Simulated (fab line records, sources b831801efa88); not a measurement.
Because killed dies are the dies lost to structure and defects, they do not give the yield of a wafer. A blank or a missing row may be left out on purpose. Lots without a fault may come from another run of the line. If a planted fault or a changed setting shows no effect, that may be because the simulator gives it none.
Struck lot and sound lot, side by side -- flow gf180mcu -- 22 out of 602 route steps
Sound: wafers L560.1, L560.2, L560.5. Struck: wafers L570.2, L570.3, L570.4. At the end, the cause is stated.
Each step with rows lists, per side, the tool, then ch with its chambers, then its first start. Under that, the readings that differ: sound wafers -- struck wafers -- difference of the means -- sigmas: that difference in standard deviations of wafers without a fault.
alike: readings whose means differ by less than 2 such deviations, and words and numbers that are the same on both sides. not compared: withheld readings, readings that some wafer has no value for, bounds like >300 that may hide the same value, and numbers for which the record gives no deviation and whose values overlap.
The two part at a step that has a row with sigmas, a row that says differs or no value, or rows on one side only. Non-overlapping numbers with no deviation appear without sigmas and do not part them. A reading missing from all wafers of one side parts the sides only when that side holds two or more wafers.

first, 3 steps without rows for these wafers: GF_M3_STRIP_18 (strips in post etch residue remover, time 1200 s); GF_M3_CLEAN_19 (cleans in DIW); GF_V3_CVD_00 (deposits SiO2, target thk 600 nm, time 100 s).
GF_V3_THK_MEAS_01:
  sound on film metro-04, day 26 00:16; struck on film metro-03, day 28 19:40
  alike: V3_CVD_00_THK
GF_V3_CVD_02: deposits SiO2 from TEOS, target thk 850 nm, time 94.851 s.
  sound on pecvd-04 ch 0,2, day 26 00:19; struck on pecvd-04 ch 0,1, day 28 19:43
  alike: heater power w, susceptor temp C
GF_V3_THK_MEAS_03:
  sound on film metro-03, day 26 00:23; struck on film metro-04, day 28 19:48
  alike: V3_CVD_02_THK
GF_V3_CMP_04: polishes SiO2.
  sound on cmp-01 ch 0,1, day 26 00:27; struck on cmp-01 ch 0,1,3, day 28 19:54
  alike: motor current A, platen rpm, time to endpoint s
GF_V3_BOW_MEAS_05:
  sound on film metro-04, day 26 00:45; struck on film metro-04, day 28 20:10
  alike: V3_BOW
then, 4 steps without rows for these wafers: GF_V3_DEHYDRATE_06 (time 60 s); GF_V3_HMDS_07 (prime time 60 s); GF_V3_COAT_08; GF_V3_COAT_09 (resist thk 1000 nm).
GF_V3_SOFTBAKE_10: time 60 s.
  sound on litho track-02 ch 0, day 26 10:00; struck on litho track-02 ch 0, day 29 05:00
reading,sound,struck,difference,sigmas
heater power total W (W),93.09 93.10 92.97,101.88 101.94 101.76,+8.81,+99 or more
plate temp C (C),130.21 130.20 130.19,139.32 139.61 139.41,+9.25,+71
model.KrF_of_V3_COAT_09.thk nm (nm),1005 1004 1002,985.3 982 984.1,-19.9,
then, 2 steps without rows for these wafers: GF_V3_EXPOSE_11 (exposes mask Via3, target cd 260 nm); GF_V3_PEB_12 (peb time 90 s).
GF_V3_DEVELOP_13: develop time 60 s.
  sound on litho track-04 ch 0, day 26 21:01; struck on litho track-02 ch 0, day 29 15:05
reading,sound,struck,difference,sigmas
model.V3.cd nm (nm),258.2 258 259.2,285.2 285.4 286.9,+27.4,
model.KrF_of_V3_COAT_09.thk nm (nm),990.6 989.1 987.4,970.5 967.2 969.4,-20.0,
GF_V3_CD_MEAS_14 targets a cd of 260 nm.
  sound on cd sem-02, day 26 21:10; struck on cd sem-02, day 29 15:14
reading,sound,struck,difference,sigmas
cd nm (nm),258.5 257.9 259.3,285.1 285.1 286.9,+27.1,+21
GF_V3_OVL_MEAS_15:
  sound on overlay-01, day 26 21:17; struck on overlay-01, day 29 15:21
  alike: V3_OVL
GF_V3_ETCH_16: etches BARC in N2/H2.
  sound on rie diel-01 ch 0,1,3, day 26 21:20; struck on rie diel-04 ch 1,2,3, day 29 15:23
  alike: drypump motor current A, oes product au, throttle valve pct
GF_V3_ETCH_17: etches SiO2 in C4F8/O2/Ar, stops on TiN, target depth 635 nm.
  sound: rie diel-01 ch 0,1,3; struck: rie diel-04 ch 1,2,3
reading,sound,struck,difference,sigmas
model.V3.cd nm (nm),257.5 258 258.6,286.1 285.3 286.6,+28.0,
  alike: oes product au
GF_V3_STRIP_18: strips in O2/N2.
  sound on plasma asher-01 ch 0,1, day 26 21:28; struck on plasma asher-01 ch 0,1, day 29 15:31
reading,sound,struck,difference,sigmas
oes product au (a.u.),0.597 0.591 0.597,0.591 0.576 0.582,-0.012,-2
  alike: drypump motor current A, heater power w
  not compared: rf hours counter h
-- the record jumps here: 5 days lie between the struck wafers' starts before and after (it left off in module V3 and takes up again in module PASSIVATION, whose first step shown is number 602 of the route) --
GF_PASSIVATION_PROBE_99:
  sound on prober-01, day 32 17:29; struck on prober-01, day 35 00:09
reading,sound,struck,difference,sigmas
model.etest.via3 chain.rc ohm,6.754 6.692 6.706,5.075 5.342 5.251,-1.495,

WHERE THEY PART
Last at GF_V3_STRIP_18 as far as this record goes, first at GF_V3_SOFTBAKE_10.

WHY: what the simulator had put in
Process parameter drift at GF_V3_SOFTBAKE_10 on litho track-02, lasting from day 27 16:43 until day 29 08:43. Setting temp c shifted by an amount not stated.
